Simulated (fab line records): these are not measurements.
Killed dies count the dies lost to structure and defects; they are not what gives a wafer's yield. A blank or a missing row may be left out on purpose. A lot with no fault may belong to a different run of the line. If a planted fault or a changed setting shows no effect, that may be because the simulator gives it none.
Check of tool commonality	flow gf180mcu	11 lots and 33 wafers in the sample

## WHY IT WAS OPENED
2 of 11 lots carry a flag on the reading STI_CVD_03_THK at GF_STI_THK_MEAS_04. No-fault wafers: 206.9 nm, standard deviation 2.1.
Rule: a lot is flagged in two cases, either no wafer of it has a number, or all its wafers with numbers fall more than 4 standard deviations from that mean. As for the other lots, they are considered sound.

lot	measured	on	STI_CVD_03_THK (nm), wafer by wafer	flag
L731	day 1 13:34	filmMetro-02	205.8 205.4 204.8	
L733	day 1 23:34	filmMetro-04	203.9 204.7 205.6	
L734	day 2 05:37	filmMetro-04	208.3 206.6 208.8	
L735	day 2 11:08	filmMetro-03	204.6 204.8 204.4	
L741	day 3 15:34	filmMetro-02	237.8 240.3 238.2	FLAGGED
L746	day 4 17:08	filmMetro-02	238.9 239.4 238.9	FLAGGED
L749	day 5 07:55	filmMetro-02	205.7 206.4 204.6	
L750	day 5 12:59	filmMetro-02	206.6 206.5 205.6	
L751	day 5 18:24	filmMetro-03	205.1 205.1 205.8	
L752	day 5 22:34	filmMetro-03	206.0 209.5 208.3	
L754	day 6 09:03	filmMetro-02	209.0 209.6 208.2	
On average the flagged lots' numbers are 238.9 nm, which is +32.0 nm against the usual, or +15 standard deviations.

## WHICH TOOL RAN EACH LOT
The record keeps 1 process step preceding the reading, out of 602 steps on the route. Cell contents, in order: the tool; ch with the chambers the sampled wafers went through; the start.
lot	flag	GF_STI_CVD_03
L731		lpcvd-01 ch 1, day 1 11:34
L733		lpcvd-02 ch 0, day 1 21:34
L734		lpcvd-01 ch 0, day 2 03:38
L735		lpcvd-02 ch 1, day 2 09:09
L741	FLAGGED	lpcvd-01 ch 0, day 3 13:34
L746	FLAGGED	lpcvd-01 ch 0, day 4 15:10
L749		lpcvd-02 ch 0, day 5 05:55
L750		lpcvd-02 ch 1, day 5 11:00
L751		lpcvd-02 ch 0, day 5 16:25
L752		lpcvd-02 ch 0, day 5 20:34
L754		lpcvd-02 ch 0, day 6 07:03
These steps, and what they do:
- GF_STI_CVD_03: deposits Si3N4 from DCS/NH3, target thk 207.16 nm, time 3551 s.
- GF_STI_THK_MEAS_04

## FLAGGED OVER TOTAL, TOOL BY TOOL (the gauges that took the reading come last)
step	tool	lots run	flagged	share of the flagged lots	sound lots run after its first flagged lot
GF_STI_CVD_03	lpcvd-01	4	2	all	0
GF_STI_CVD_03	lpcvd-02	7	0	none	-
GF_STI_THK_MEAS_04	filmMetro-02	6	2	all	3 (L749,L750,L754)
GF_STI_THK_MEAS_04	filmMetro-03	3	0	none	-
GF_STI_THK_MEAS_04	filmMetro-04	2	0	none	-

## WHAT IS ALLOWED BY THE TABLE
lpcvd-01 at GF_STI_CVD_03 and filmMetro-02 at GF_STI_THK_MEAS_04 are the 2 rows of the table that ran each flagged lot.
- lpcvd-01 at GF_STI_CVD_03 ran 4 lots, 2 of them flagged. Its last sound lot is L734 (day 2 03:38), its first flagged lot L741 (day 3 13:34): a fault that began between those two fits. Its own readings lie more than 4 standard deviations out on every wafer of the flagged lots: spikeTcCentreC, spikeTcLowerC, spikeTcUpperC, susceptorTempC.
- filmMetro-02 at GF_STI_THK_MEAS_04 ran 6 lots, 2 of them flagged. Sound lots followed the first flagged one (L749, L750, L754) on it, something a lasting fault affecting the whole tool could not allow.
Left over: one tool, lpcvd-01 at GF_STI_CVD_03.

## WHAT WAS PUT IN BY THE SIMULATOR
lpcvd-01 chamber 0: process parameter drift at GF_STI_CVD_03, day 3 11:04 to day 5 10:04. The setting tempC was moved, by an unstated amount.
Lots struck among those shown: L741, L746. The rule above found the same.
